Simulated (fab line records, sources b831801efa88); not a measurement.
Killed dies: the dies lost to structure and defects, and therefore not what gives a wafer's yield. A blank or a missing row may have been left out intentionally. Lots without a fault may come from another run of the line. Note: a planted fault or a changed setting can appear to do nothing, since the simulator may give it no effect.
Which tool did it? ; flow sky130 ; 36 wafers from 12 lots sampled at 5 of the route's 708 steps

WHAT THE GAUGES SHOWED, per wafer
SKY_NWELL_RS_MEAS_31: a four-point-probe measurement.
lot;measured;on;PWDE_RS (ohm/sq)
L546;day 6 08:17;film metro-04;5301 5284 5292
L547;day 6 15:14;film metro-04;5280 5298 5312
L549;day 7 04:37;film metro-03;5242 5233 5247
L551;day 7 13:25;film metro-03;5220 5249 5237
L552;day 7 20:30;film metro-04;5315 5296 5297
L556;day 8 20:41;film metro-02;5282 5303 5308
L557;day 9 05:41;film metro-04;5259 5266 5275
L558;day 9 12:05;film metro-03;5405 5420 5378
L559;day 9 18:24;film metro-02;5409 5410 5424
L560;day 9 19:04;film metro-03;5392 5388 5375
L563;day 10 23:26;film metro-02;5249 5264 5270
L565;day 11 08:35;film metro-03;5291 5278 5281

SKY_POLY_CUT_CD_MEAS_08: target cd 270 nm.
lot;measured;on;cd nm (nm)
L546;day 25 17:58;cd sem-02;270.1 269.3 268.6
L547;day 26 06:05;cd sem-02;271.2 270.8 271.9
L549;day 27 00:23;cd sem-02;269.9 270.2 269.3
L551;day 27 10:53;cd sem-02;270.1 269.5 271.0
L552;day 28 02:46;cd sem-01;271.2 272.1 270.7
L556;day 29 01:56;cd sem-01;272.2 272.1 270.1
L557;day 29 18:40;cd sem-02;268.3 270.1 269.5
L558;day 30 06:41;cd sem-02;272.7 271.5 271.2
L559;day 30 10:56;cd sem-02;269.3 269.8 269.6
L560;day 30 12:30;cd sem-02;270.0 268.6 269.4
L563;day 31 19:02;cd sem-02;271.2 270.2 270.0
L565;day 32 09:45;cd sem-02;267.3 269.6 269.0

SKY_CONTACT_THK_MEAS_01.
lot;measured;on;CONTACT_CVD_00_THK (nm)
L546;day 31 17:58;film metro-04;73.2 72.8 74.1
L547;day 32 03:16;film metro-01;74.0 73.1 75.3
L549;day 32 23:50;film metro-01;74.9 75.1 74.5
L551;day 33 08:31;film metro-01;74.0 75.4 76.5
L552;day 33 21:52;film metro-01;75.7 76.5 76.9
L556;day 34 20:59;film metro-03;75.8 74.6 75.9
L557;day 35 12:55;film metro-01;75.1 74.7 76.0
L558;day 35 23:05;film metro-01;73.9 74.2 74.2
L559;day 36 05:04;film metro-01;74.7 75.2 75.6
L560;day 36 08:43;film metro-04;74.1 76.1 74.7
L563;day 37 12:53;film metro-03;75.0 76.0 76.4
L565;day 38 02:20;film metro-03;74.0 75.3 75.9

EACH LOT AND THE TOOL THAT RAN IT (in order: tool; ch and the chambers of the sampled wafers; start)
lot;SKY_PWDE_IMPLANT_08;SKY_POLY_GATE_ETCH_15
L546;implanter-04 ch 0, day 4 19:50;rie diel-02 ch 1,3, day 17 22:14
L547;implanter-04 ch 0, day 5 00:52;rie diel-03 ch 0,1,3, day 18 11:56
L549;implanter-04 ch 0, day 5 13:49;rie diel-04 ch 1,2,3, day 19 04:53
L551;implanter-03 ch 0, day 5 23:01;rie diel-02 ch 1,3, day 19 19:02
L552;implanter-03 ch 0, day 6 04:54;rie diel-04 ch 0,3, day 20 08:56
L556;implanter-04 ch 0, day 7 03:45;rie diel-04 ch 0,1,3, day 21 11:50
L557;implanter-04 ch 0, day 7 11:11;rie diel-04 ch 0,1,2, day 22 05:16
L558;implanter-04 ch 0, day 7 16:45;rie diel-03 ch 0,1,2, day 22 17:16
L559;implanter-04 ch 0, day 7 22:25;rie diel-02 ch 1,2, day 23 00:29
L560;implanter-04 ch 0, day 8 00:20;rie diel-04 ch 0,3, day 23 01:08
L563;implanter-01 ch 0, day 9 01:41;rie diel-04 ch 0,1,2, day 24 10:08
L565;implanter-01 ch 0, day 9 09:23;rie diel-04 ch 0,2,3, day 25 04:29
- SKY_PWDE_IMPLANT_08
- SKY_POLY_GATE_ETCH_15: etches BARC in N2/H2, stops on SiO2, time 118.5 s, target depth 110 nm.

AS READ BY THE TOOLS THEMSELVES (means over the sampled wafers that have a number; for cases with no such wafer, the mark the record gives instead)
SKY_PWDE_IMPLANT_08.
lot;tool;dose ions cm2
L546;implanter-04;3.598e+12
L547;implanter-04;3.602e+12
L549;implanter-04;3.596e+12
L551;implanter-03;3.600e+12
L552;implanter-03;3.600e+12
L556;implanter-04;3.594e+12
L557;implanter-04;3.599e+12
L558;implanter-04;3.498e+12
L559;implanter-04;3.495e+12
L560;implanter-04;3.500e+12
L563;implanter-01;3.600e+12
L565;implanter-01;3.597e+12

SKY_POLY_GATE_ETCH_15.
lot;tool;drypump motor current A (A);h2 flow sccm (sccm);oes product au (a.u.);throttle valve pct (%)
L546;rie diel-02;6.2;199.9;0.713;13.211
L547;rie diel-03;5.4;199.3;0.718;13.226
L549;rie diel-04;5.4;199.6;0.715;13.212
L551;rie diel-02;6.2;200.4;0.721;13.214
L552;rie diel-04;6.1;200.1;0.720;13.212
L556;rie diel-04;5.8;199.8;0.721;13.215
L557;rie diel-04;5.6;200.1;0.718;13.217
L558;rie diel-03;5.5;200.1;0.715;13.214
L559;rie diel-02;5.8;200.1;0.717;13.204
L560;rie diel-04;5.9;200.9;0.717;13.201
L563;rie diel-04;5.6;199.7;0.716;13.215
L565;rie diel-04;5.7;200.0;0.714;13.214

THE ANSWER, worked out from the rows above alone
Rule: usual is defined by the lots themselves. Put in order of their means at a reading, lots are off if they are a third of the lots or fewer, leave a main group of 4 or more, and stand apart from it by a gap of 3 or more times the standard deviation of the main group's means; of several such gaps the widest counts. The tables above print the reading to a certain number of digits; a main group whose means all agree to those digits is not used. A lot without any number at a reading at which 4 lots or more have one is off too. All remaining lots with rows at the step are treated as sound. First the gauges in route order, then the tools' own readings, where a lot's mean is used as printed above. At the first step where some lot is off, the reading lying furthest off is the one used; lots without a number count as furthest.
Off: at SKY_NWELL_RS_MEAS_31 (PWDE_RS), L558, L559, L560. Mean 5275 ohm/sq and standard deviation 24 in the main group.
If a tool, at a process step before that reading, ran all the lots that are off and no sound lot after the first of them, it fits. The gauges at SKY_NWELL_RS_MEAS_31 aren't tried: what is off there is off at SKY_PWDE_IMPLANT_08 too, on other tools, and a gauge's error can't cause that. One fits: SKY_PWDE_IMPLANT_08 on implanter-04. A fault onset in the window from L557 (day 7 11:11, its last sound lot) to L558 (day 7 16:45, its first lot off) fits.
On the lots that are off, the tool's own readings at SKY_PWDE_IMPLANT_08 differ by more than 5 times the standard deviation of the sound lots' means, which bears it out; dose ions cm2 reads 3.498e+12 there versus 3.598e+12 on the sound lots.

WHAT HAD BEEN PUT IN BY THE SIMULATOR
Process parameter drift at SKY_PWDE_IMPLANT_08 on implanter-04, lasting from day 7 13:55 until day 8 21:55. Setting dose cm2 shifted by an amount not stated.
Struck lots among those shown: L558, L559, L560. The same result came from the rule above.
